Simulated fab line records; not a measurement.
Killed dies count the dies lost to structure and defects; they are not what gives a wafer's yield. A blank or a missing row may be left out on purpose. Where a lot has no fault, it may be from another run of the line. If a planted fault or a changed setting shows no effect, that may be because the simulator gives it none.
Matching of chambers / flow gf180mcu / pecvd-04 running GF_V2_CVD_02: 3 sister chambers
The step deposits SiO2 from TEOS, target thk 850 nm, time 94.851 s. 6 wafers are shown with their chamber, then 12 later ones without.

== WAFERS, EACH WITH ITS CHAMBER ==
wafer=L090.1; chamber=0; heater power w (W)=820
wafer=L090.2; chamber=1; heater power w (W)=717
wafer=L090.3; chamber=2; heater power w (W)=665
wafer=L090.4; chamber=0; heater power w (W)=661
wafer=L090.5; chamber=2; heater power w (W)=542
wafer=L090.6; chamber=1; heater power w (W)=598

== WAFERS WHOSE CHAMBER IS MISSING ==
wafer=L091.2; heater power w (W)=763
wafer=L091.4; heater power w (W)=606
wafer=L091.6; heater power w (W)=808
wafer=L092.4; heater power w (W)=669
wafer=L092.5; heater power w (W)=657
wafer=L092.6; heater power w (W)=749
wafer=L096.2; heater power w (W)=592
wafer=L096.4; heater power w (W)=654
wafer=L096.6; heater power w (W)=809
wafer=L097.1; heater power w (W)=729
wafer=L097.5; heater power w (W)=675
wafer=L097.6; heater power w (W)=585

== EACH ONE'S CHAMBER ==
wafer=L091.2; from the rows above=can't be placed: 0 or 1 or 2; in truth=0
wafer=L091.4; from the rows above=can't be placed: 2 or 1 or 0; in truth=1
wafer=L091.6; from the rows above=can't be placed: 0 or 1 or 2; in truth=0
wafer=L092.4; from the rows above=can't be placed: 1 or 2 or 0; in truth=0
wafer=L092.5; from the rows above=can't be placed: 1 or 2 or 0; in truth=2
wafer=L092.6; from the rows above=can't be placed: 0 or 1 or 2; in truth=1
wafer=L096.2; from the rows above=can't be placed: 2 or 1 or 0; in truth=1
wafer=L096.4; from the rows above=can't be placed: 1 or 2 or 0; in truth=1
wafer=L096.6; from the rows above=can't be placed: 0 or 1 or 2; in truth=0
wafer=L097.1; from the rows above=can't be placed: 0 or 1 or 2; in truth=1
wafer=L097.5; from the rows above=can't be placed: 1 or 0 or 2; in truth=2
wafer=L097.6; from the rows above=can't be placed: 2 or 1 or 0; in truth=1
Correctly placed: 0 of 12. Not placeable from these rows: 12 (in 12, the candidates include the true chamber). Wrongly placed: 0.
How it was worked out, from the rows above alone: a wafer's distance from a chamber is the root of the sum, over the readings, of the square of ((its reading less the chamber's mean) divided by the reading's scatter). The wafer belongs to the nearest chamber; if the next one is less than 2 further off, it can't be placed. The mean given for a chamber averages the wafers shown for that chamber. The scatter is the square root of a quotient: the sum, over the shown wafers, of each reading's squared deviation from its chamber's mean, divided by wafers minus chambers.
